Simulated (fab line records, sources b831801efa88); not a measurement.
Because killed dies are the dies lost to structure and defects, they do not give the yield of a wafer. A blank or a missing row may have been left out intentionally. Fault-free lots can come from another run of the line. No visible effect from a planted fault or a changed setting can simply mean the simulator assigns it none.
2 desks looking at one fault + flow sky130 + numbers are kept per desk, each desk with only its own; the story behind them comes last

## FOR THE TOOL OWNER'S DESK: litho-track-04
At SKY_RES_PROTECT_SOFTBAKE_03 (time 60 s), the tool's own readings, given per lot that ran on this tool as the mean of the sampled wafers with a number. If a lot's mean is further than 4 standard deviations from the usual mean, the lot is out of limits and carries the mark OUT (the distance appears in the brackets).
Columns: A = chill-plate-temp-C at SKY_RES_PROTECT_SOFTBAKE_03, usual 22.99 C; B = heater-power-total-W at SKY_RES_PROTECT_SOFTBAKE_03, usual 56.59 W; C = run-length-s at SKY_RES_PROTECT_SOFTBAKE_03, usual 89.24 s
| lot  | first seen here | A     | B               | C               |
|------|-----------------|-------|-----------------|-----------------|
| L966 | day 15 04:02    | 22.99 | 56.62           | 89.22           |
| L968 | day 15 16:23    | 23.00 | 56.61           | 89.14           |
| L972 | day 17 07:32    | 22.96 | 58.66 (+46) OUT | 83.26 (-46) OUT |
| L974 | day 18 07:38    | 22.97 | 57.28 (+15) OUT | 87.36 (-14) OUT |
| L976 | day 18 23:11    | 22.98 | 57.64 (+23) OUT | 86.28 (-23) OUT |
| L982 | day 21 07:58    | 22.94 | 56.59           | 89.33           |
| L985 | day 22 06:29    | 23.02 | 56.60           | 89.17           |
| L989 | day 23 04:10    | 22.92 | 56.61           | 89.24           |
This desk's verdict: out of limits on L972, L974, L976, starting with L972 at day 17 07:32 (heater-power-total-W at SKY_RES_PROTECT_SOFTBAKE_03). L966, L968, L982, L985, L989 stayed within limits.

## AT THE METROLOGY DESK
Means of the sampled wafers that have a number, per lot and without regard to the tool the lot ran on: this is what the gauges read. If a lot's mean is further than 4 standard deviations from the usual mean, the lot is out of limits and carries the mark OUT (the distance appears in the brackets).
Columns: A = cd-nm at SKY_SONOS_ONO_CD_MEAS_13, usual 410.4 nm; B = GATE_OXIDE_TW at SKY_GATE_OXIDE_TW_MEAS_14, usual 225.0
| lot  | first seen here | A     | B     |
|------|-----------------|-------|-------|
| L966 | day 13 03:38    | 411.8 | 227.5 |
| L968 | day 13 15:44    | 408.6 | 222.2 |
| L972 | day 15 04:06    | 411.1 | 227.6 |
| L974 | day 16 01:17    | 409.3 | 221.7 |
| L976 | day 16 18:34    | 411.2 | 228.3 |
| L980 | day 18 09:46    | 412.4 | 222.4 |
| L981 | day 19 03:02    | 415.3 | 223.2 |
| L982 | day 19 03:22    | 408.2 | 222.3 |
| L984 | day 19 11:03    | 409.7 | 228.9 |
| L983 | day 19 11:22    | 412.1 | 222.6 |
| L985 | day 20 02:14    | 411.1 | 223.3 |
| L986 | day 20 03:47    | 407.4 | 227.8 |
| L988 | day 20 16:29    | 411.9 | 228.6 |
| L989 | day 20 22:57    | 411.3 | 224.2 |
This desk found nothing out of limits on any of the 14 lots.

## PUT TOGETHER
The tool owner's desk could have raised an alarm at day 17 07:32, on L972, L974, L976.
Nothing out of limits was seen by the metrology desk.
The metrology desk has L972, L974, L976 on record, within its limits.
SKY_RES_PROTECT_SOFTBAKE_03 was run on litho-track-04 by each of the lots named.

## WHAT THE SIMULATOR HAD PUT IN
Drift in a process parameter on litho-track-04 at SKY_RES_PROTECT_SOFTBAKE_03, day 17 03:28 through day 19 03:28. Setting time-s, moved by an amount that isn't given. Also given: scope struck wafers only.
Struck lots among those shown: L972, L974, L976.
How many hours passed from the start of the fault until each desk's first out-of-limits reading: the tool owner's desk, 4.
